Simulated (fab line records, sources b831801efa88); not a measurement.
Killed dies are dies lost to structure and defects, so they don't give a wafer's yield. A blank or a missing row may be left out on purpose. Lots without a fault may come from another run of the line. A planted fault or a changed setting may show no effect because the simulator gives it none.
Split-lot experiment | flow gf180mcu | 5 lots, 23 wafers read, on a route of 602 steps

THE SPLIT
At GF_V5_SPUTTER_21 (material Ti, target thk 15 nm, time 80.02 s), the setting time_s was moved away from the recipe's 80.02 s on 9 of the 23 wafers read, by -14.9% to +6.6%. The other wafers ran this setting at the recipe's value.

The reading is taken at the split's own step.

THE READING
Ti_of_V5_SPUTTER_21.thk_nm (the simulator's own value, which no gauge read), in nm, at GF_V5_SPUTTER_21 (material Ti, target thk 15 nm, time 80.02 s). The file gives no usual value for it. The 14 wafers here that ran the recipe average 15.06 nm, standard deviation 0.18 nm.

wafer  | tool, chamber at the split | time_s as run, s | against the recipe | Ti_of_V5_SPUTTER_21.thk_nm, nm | against lot-mates on the recipe
L074.2 | pvd_sputter-04, -          | 80.02            | recipe             | 15.08                          | -
L074.3 | pvd_sputter-04, -          | 70.73            | -11.6%             | 13.36                          | -1.75
L074.4 | pvd_sputter-04, -          | 70.73            | -11.6%             | 13.17                          | -1.94
L074.5 | pvd_sputter-04, -          | 80.02            | recipe             | 15.14                          | -
L074.6 | pvd_sputter-04, -          | 70.73            | -11.6%             | 13.42                          | -1.69
L075.1 | pvd_sputter-04, -          | 68.08            | -14.9%             | 12.81                          | -2.17
L075.2 | pvd_sputter-04, -          | 80.02            | recipe             | 14.92                          | -
L075.3 | pvd_sputter-04, -          | 80.02            | recipe             | 15.04                          | -
L075.4 | pvd_sputter-04, -          | 68.08            | -14.9%             | 12.54                          | -2.44
L075.5 | pvd_sputter-04, -          | 68.08            | -14.9%             | 12.87                          | -2.11
L076.2 | pvd_sputter-04, -          | 80.02            | recipe             | 15.26                          | -
L076.6 | pvd_sputter-04, -          | 80.02            | recipe             | 15.26                          | -
L076.5 | pvd_sputter-04, -          | 80.02            | recipe             | 15.43                          | -
L080.1 | pvd_sputter-04, -          | 80.02            | recipe             | 14.82                          | -
L080.2 | pvd_sputter-04, -          | 80.02            | recipe             | 14.8                           | -
L080.3 | pvd_sputter-04, -          | 80.02            | recipe             | 15.09                          | -
L080.4 | pvd_sputter-04, -          | 80.02            | recipe             | 14.75                          | -
L080.5 | pvd_sputter-04, -          | 80.02            | recipe             | 15.04                          | -
L085.1 | pvd_sputter-04, -          | 85.32            | +6.6%              | 16.18                          | +1.11
L085.2 | pvd_sputter-04, -          | 80.02            | recipe             | 15.12                          | -
L085.4 | pvd_sputter-04, -          | 85.32            | +6.6%              | 16.11                          | +1.04
L085.5 | pvd_sputter-04, -          | 80.02            | recipe             | 15.03                          | -
L085.6 | pvd_sputter-04, -          | 85.32            | +6.6%              | 16.07                          | +1.00

THE FIT
A straight line over all 23 wafers: Ti_of_V5_SPUTTER_21.thk_nm changes by +0.155 nm for each +1% of time_s; r = +0.99; the points scatter about the line by 0.17 nm.
The same after taking each lot's own level away (the mean of its wafers on the recipe; 23 wafers): +0.153 nm for each +1%; r = +1.00; scatter 0.11 nm.
On that fit, the largest move of time_s shifts the reading by 2.3 nm.
The lots' own levels span 14.900 to 15.317 nm, that is 2.3 times the standard deviation above.
So the lot-to-lot level changes the slope little: the two slopes agree.
Check: with one of the wafers moved furthest among these (-14.9%) left out of the fit, the line predicts -2.3 nm for it against its lot-mates. It came out at -2.17 nm against them.

OTHER SPLITS ON THESE WAFERS
These wafers also went through other splits before the reading. Each is held against what the fit with the lots' levels taken away leaves over:
other split on the same wafers  | wafers away from the commonest value | r with Ti_of_V5_SPUTTER_21.thk_nm (lot level and that fit taken away)
GF_M5_EXPOSE_04 dose_mj         | 10                                   | +0.07
GF_M5_METAL_ETCH_10 time_s      | 11                                   | +0.08
GF_V5_CMP_04 leave_above_ref_nm | 9                                    | -0.14
GF_V5_DEVELOP_13 dev_temp_c     | 7                                    | -0.16

THE FILE'S OWN FIT
Ti_of_V5_SPUTTER_21.thk_nm changes by +0.152 nm for each +1% of time_s, r = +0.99.
